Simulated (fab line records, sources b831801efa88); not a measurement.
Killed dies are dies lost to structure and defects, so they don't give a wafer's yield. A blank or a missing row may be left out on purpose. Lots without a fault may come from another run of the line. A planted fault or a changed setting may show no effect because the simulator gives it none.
fab line records | flow sfq_line
record lots=14 wafers=42 last_day=80
route steps=325 shown I1@74
lots that met no fault: from a run of the same line without faults
start_h: hours from the record's first day to the start of the lot's first wafer shown | wait_h: hours since the lot's step before | " the same as in the row above | L1.1+2: a row that stands for several wafers | - no value, or no start given | * or withheld: withheld | < > ~ a bound
route shown NAME@n: a module of which the file shows steps, and the number in the route of the first | usual: mean/standard deviation of fault-free wafers | same: alike in all rows | chamber/n: place in a boat | sites: the reading at each site | _std_site: their standard deviation | _edge_site: outer sites' mean less inner sites' | radius_mm: how far each site lies from the wafer's centre | mask NAME#n: copy n | behind: the tool/chamber that last shaped the wafer | hold: why the lot was held/for how many hours/how that ended | device: the transistor (n, p or np) that didn't switch | end of line: the same wafers' tests at the end of the route | a step without rows: its recipe alone | killed: dies lost to structure and defects at the first sort, not the wafer's yield | map: a wafer's dies, x killed, . not, _ none there
set.NAME: the setting as run; set.NAME@STEP: as run at that earlier step | model.NAME: the simulator's own value behind a step, which no gauge read
steps of the route over a sample of lots; a table a step, a row a wafer
services: from which hour (start_h, from the record's first day; less than 0 if before it) a tool's chamber was out of use, for how many hours, and why
## steps
# step SFQ_TRILAYER_I1_CMP_CMP_046
# recipe material=SiO2 down_force_psi=3 platen_rpm=60 pad_velocity_m_s=0.94248
# usual motor_current_A=10.5/0.77 slurry_filter_dp_kPa=13.50/0.13 time_to_endpoint_s=219/9.4
# columns lot.wafer tool chamber start_h wait_h motor_current_A slurry_filter_dp_kPa time_to_endpoint_s
L275.2 cmp-02 2 424.62 0.1 11.5 13.50 203
L275.3 " 1 426.12 1.6 10.4 13.45 225
L275.6 " 2 " " 11.3 13.37 212
L276.1 cmp-02 1 431.72 1.0 10.5 13.38 223
L276.4 " 2 " " 11.4 13.55 215
L276.6 " 3 " " 10.5 13.55 206
L277.1 cmp-02 1 438.42 0.5 10.2 13.37 229
L277.3 " 2 " " 11.4 13.47 215
L277.5 " 0 439.92 2.0 11.1 13.62 231
L278.4 cmp-02 0 448.72 0.0 11.2 13.59 221
L278.2 " 1 " " 10.2 13.57 222
L278.5 " 0 450.72 2.0 11.0 13.48 224
L280.4 cmp-02 2 495.21 0.5 10.5 13.72 200
L280.2 " 0 496.21 1.6 11.2 13.57 205
L280.6 " 1 " " 10.8 13.49 212
L281.4 cmp-01 3 499.47 0.0 9.5 13.55 233
L281.2 " 1 500.47 1.0 8.8 13.77 208
L281.6 " 0 501.97 2.5 9.9 13.54 216
L282.1 cmp-02 0 509.68 0.0 11.8 13.55 216
L282.4 " 1 " " 9.9 13.72 228
L282.5 " 1 512.18 2.5 9.8 13.51 228
L287.1 cmp-02 3 557.94 1.0 10.1 13.37 208
L287.6 " 1 558.94 2.0 9.8 13.57 219
L287.5 " 2 " " 11.5 13.56 209
L288.3 cmp-02 0 565.38 0.0 11.2 13.53 228
L288.4 " 1 " " 10.5 13.51 226
L288.6 " 1 567.88 2.5 9.7 13.73 229
L292.1 cmp-01 3 745.72 0.0 8.9 13.39 220
L292.2 " 2 747.22 1.5 10.6 13.58 218
L292.5 " 0 748.22 2.5 10.3 13.50 212
L295.2 cmp-02 3 811.27 10.3 10.2 13.52 213
L295.6 " 0 " " 11.4 13.44 223
L295.5 " 1 " " 10.1 13.76 228
L296.4 cmp-01 2 813.06 8.5 10.5 13.48 232
L296.2 " 1 814.56 10.0 8.5 13.52 218
L296.6 " 3 815.56 10.9 9.5 13.49 232
L297.3 cmp-02 1 825.27 7.9 10.3 13.32 231
L297.2 " 2 " " 11.0 13.44 225
L297.1 " 3 " " 11.3 13.64 227
L298.3 cmp-02 1 836.77 7.5 10.1 13.44 225
L298.4 " 3 837.77 8.4 10.9 13.79 211
L298.6 " 1 838.77 9.4 10.4 13.50 231
# step SFQ_TRILAYER_I1_METRO_MEASURE_047
# usual thk_nm=200.2/1.3
# columns lot.wafer tool chamber start_h wait_h thk_nm
L275.2 film_metro-02 - 427.94 0.3 198.4
L275.3 " - " " 199.8
L275.6 " - " " 198.4
L276.1 film_metro-02 - 433.84 0.1 201.2
L276.4 " - " " 198.4
L276.6 " - " " 197.4
L277.1 film_metro-03 - 441.04 0.1 201.9
L277.3 " - " " 198.8
L277.5 " - " " 198.6
L278.2 film_metro-03 - 452.04 0.3 201.9
L278.4 " - " " 199.5
L278.5 " - " " 199.9
L280.2 film_metro-03 - 498.03 0.3 201.2
L280.4 " - " " 199.3
L280.6 " - " " 202.0
L281.2 film_metro-02 - 502.79 0.3 200.0
L281.4 " - " " 201.3
L281.6 " - " " 199.5
L282.1 film_metro-02 - 512.80 0.1 199.7
L282.4 " - " " 200.1
L282.5 " - " " 199.7
L287.1 film_metro-01 - 560.06 0.1 198.5
L287.5 " - " " 214.6
L287.6 " - " " 216.1
L288.3 film_metro-01 - 568.90 0.5 202.1
L288.4 " - " " 216.1
L288.6 " - " " 216.4
L292.1 film_metro-02 - 748.84 0.1 200.5
L292.2 " - " " 199.2
L292.5 " - " " 197.5
L295.2 film_metro-03 - 813.09 0.3 199.2
L295.5 " - " " 201.6
L295.6 " - " " 201.1
L296.2 film_metro-03 - 816.38 0.3 200.4
L296.4 " - " " 200.7
L296.6 " - " " 201.3
L297.1 film_metro-01 - 827.89 0.1 199.9
L297.2 " - " " 201.8
L297.3 " - " " 203.3
L298.3 film_metro-02 - 840.29 0.5 202.3
L298.4 " - " " 199.2
L298.6 " - " " 202.3
# step SFQ_TRILAYER_I1_VIA_ETCH_VIA_ETCH_052
# recipe target=SiO2 stop_on=Nb mask_material=PR taper_deg=20 chemistry=CHF3 target_depth_nm=260 source_w=500 bias_w=80 pressure_mtorr=30 time_s=withheld
# usual drypump_motor_current_A=5.5/0.42 oes_product_au=0.855/0.006
# columns lot.wafer tool chamber start_h wait_h drypump_motor_current_A oes_product_au
L275.2 rie_diel-03 2 595.75 0.0 5.1 0.854
L275.3 " 0 " " 5.8 0.851
L275.6 " 3 " " 5.5 0.849
L276.1 rie_diel-02 3 600.55 0.0 5.2 0.856
L276.4 " 2 " " 6.1 0.845
L276.6 " 3 " " 5.2 0.850
L277.1 rie_diel-03 3 607.75 0.0 5.5 0.862
L277.3 " 1 " " 5.9 0.855
L277.5 " 1 " " 5.9 0.851
L278.2 rie_diel-04 2 616.15 0.0 4.9 0.854
L278.4 " 1 " " 5.6 0.863
L278.5 " 2 " " 4.9 0.858
L280.2 rie_diel-03 3 661.80 0.0 5.5 0.859
L280.4 " 1 " " 5.9 0.845
L280.6 " 3 " " 5.5 0.868
L281.2 rie_diel-04 0 665.40 0.0 5.0 0.851
L281.4 " 3 " " 6.3 0.863
L281.6 " 1 " " 5.6 0.852
L282.1 rie_diel-04 1 677.40 0.0 5.6 0.850
L282.4 " 2 " " 4.9 0.854
L282.5 " 0 " " 5.0 0.851
L287.1 rie_diel-03 3 718.32 0.0 5.5 0.849
L287.5 " 1 " " 5.9 0.897
L287.6 " 0 " " 5.8 0.894
L288.3 rie_diel-04 3 725.52 0.0 6.3 0.860
L288.4 " 1 " " 5.6 0.889
L288.6 " 2 " " 4.9 0.894
L292.1 rie_diel-02 3 752.37 0.0 5.2 0.853
L292.2 " 2 " " 6.1 0.850
L292.5 " 1 " " 5.5 0.840
L295.2 rie_diel-04 1 816.41 0.0 5.6 0.855
L295.5 " 2 " " 4.9 0.861
L295.6 " 1 " " 5.7 0.855
L296.2 rie_diel-03 2 820.32 0.0 5.2 0.862
L296.4 " 3 " " 5.5 0.858
L296.6 " 0 " " 5.8 0.854
L297.1 rie_diel-02 3 831.41 0.0 5.2 0.847
L297.2 " 1 " " 5.6 0.860
L297.3 " 2 " " 6.1 0.867
L298.3 rie_diel-02 3 844.29 0.0 5.2 0.856
L298.4 " 0 " " 5.2 0.860
L298.6 " 3 " " 5.2 0.866
## services
# columns tool chamber start_h hours kind
cmp-02 - 406.00 4.0 pm
rie_diel-03 0 425.71 9.6 repair
film_metro-03 - 434.27 0.8 pm
rie_diel-03 2 437.08 4.4 repair
cmp-02 - 454.89 0.5 repair
film_metro-02 - 456.23 4.9 repair
cmp-02 - 458.30 4.7 pm
rie_diel-04 3 462.14 13.0 repair
rie_diel-04 - 485.16 2.8 pm
rie_diel-04 3 488.28 17.7 repair
cmp-02 - 516.68 0.4 repair
rie_diel-04 - 545.08 14.6 pm
film_metro-02 - 563.30 0.4 pm
film_metro-02 - 566.06 0.4 pm
film_metro-02 - 593.13 0.8 pm
cmp-02 - 594.91 2.2 repair
cmp-02 - 629.39 1.7 repair
film_metro-02 - 720.90 1.5 pm
cmp-02 - 746.92 4.0 pm
cmp-02 - 764.13 6.6 pm
film_metro-02 - 809.48 1.1 pm
film_metro-02 - 810.57 0.3 pm
cmp-02 - 831.37 1.3 repair
film_metro-02 - 838.13 0.4 pm
## key
first_sign step=SFQ_TRILAYER_I1_METRO_MEASURE_047 reading=thk_nm direction=up sigmas=12 usual=200.2 struck=215.8
effect step=SFQ_TRILAYER_I1_VIA_ETCH_VIA_ETCH_052 reading=oes_product_au direction=up sigmas=6.6 usual=0.855 struck=0.894
met_at SFQ_TRILAYER_I1_CMP_CMP_046
struck_lots L287,L288
struck_wafers L287.5,L287.6,L288.4,L288.6
onset_between 509.68 557.94
fault kind=process_parameter_drift tool=cmp-02 chamber=- onset_h=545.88 steps=SFQ_TRILAYER_I1_CMP_CMP_046 channel=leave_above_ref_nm offset=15 shape=step end_h=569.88 scope=struck_wafers_only acts_in=these_recipes_only stated=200
